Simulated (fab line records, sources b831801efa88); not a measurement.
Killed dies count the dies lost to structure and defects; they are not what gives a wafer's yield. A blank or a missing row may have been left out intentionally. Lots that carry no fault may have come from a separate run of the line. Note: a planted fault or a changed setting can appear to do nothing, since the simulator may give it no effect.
The same fault as seen by 2 desks	flow sky130	each desk has only its own numbers; what lay behind them comes last

== METROLOGY DESK ==
What the gauges read for every lot (on any tool): the sampled wafers with a number, averaged. The brackets show how far a lot's mean lies from the usual mean; more than 4 standard deviations puts the lot out of limits, marked OUT.
Columns: A = FIELD_ISO_OXIDATION_01_THK at SKY_FIELD_ISO_THK_MEAS_23, usual 9.90 nm; B = FIELD_ISO_CVD_24_THK at SKY_FIELD_ISO_THK_MEAS_25, usual 593 nm; C = NWELL_OXIDATION_THK at SKY_NWELL_THK_MEAS_02, usual 9.98 nm; D = DNWELL_TW at SKY_DNWELL_TW_MEAS_09, usual 1121; E = PWDE_OVL at SKY_PWDE_OVL_MEAS_07, usual 0.0 nm; F = PWDE_TW at SKY_PWDE_TW_MEAS_10, usual 377
lot	first seen here	A	B	C	D	E	F
L451	day 2 19:28	10.15	587	9.81	1151	1.8	382
L453	day 3 04:13	10.10	590	9.78	1136	0.6	371
L454	day 3 09:55	10.05	601	9.89	1139	-0.6	369
L462	day 5 06:02	9.72	584	9.97	1105	0.1	385
L467	day 6 13:11	9.79	596	9.99	1093	2.0	372
L471	day 7 01:25	10.02	588	10.26	1096	0.8	382
This desk found nothing out of limits on any of the 6 lots.

== TOOL OWNER'S DESK, furnace-01 ==
The tool's own readings at SKY_FIELD_ISO_ANNEAL_26 (time 1800 s): means of the sampled wafers that have a number, for each lot that ran on this tool. The brackets show how far a lot's mean lies from the usual mean; more than 4 standard deviations puts the lot out of limits, marked OUT.
Columns: A = spike_tc_bottom_C at SKY_FIELD_ISO_ANNEAL_26, usual 1019.8 C; B = spike_tc_upper_C at SKY_FIELD_ISO_ANNEAL_26, usual 999.6 C
lot	first seen here	A	B
L451	day 2 19:39	1018.8	1000.5
L462	day 5 10:19	1018.5	999.5
L467	day 6 13:23	1018.1	1000.2
L471	day 7 01:35	1018.6	1000.3
This desk found nothing out of limits on any of the 4 lots.

== ALL TOGETHER ==
Nothing out of limits was seen by the metrology desk.
The tool owner's desk saw nothing out of limits.

== WHAT WAS PUT IN BY THE SIMULATOR ==
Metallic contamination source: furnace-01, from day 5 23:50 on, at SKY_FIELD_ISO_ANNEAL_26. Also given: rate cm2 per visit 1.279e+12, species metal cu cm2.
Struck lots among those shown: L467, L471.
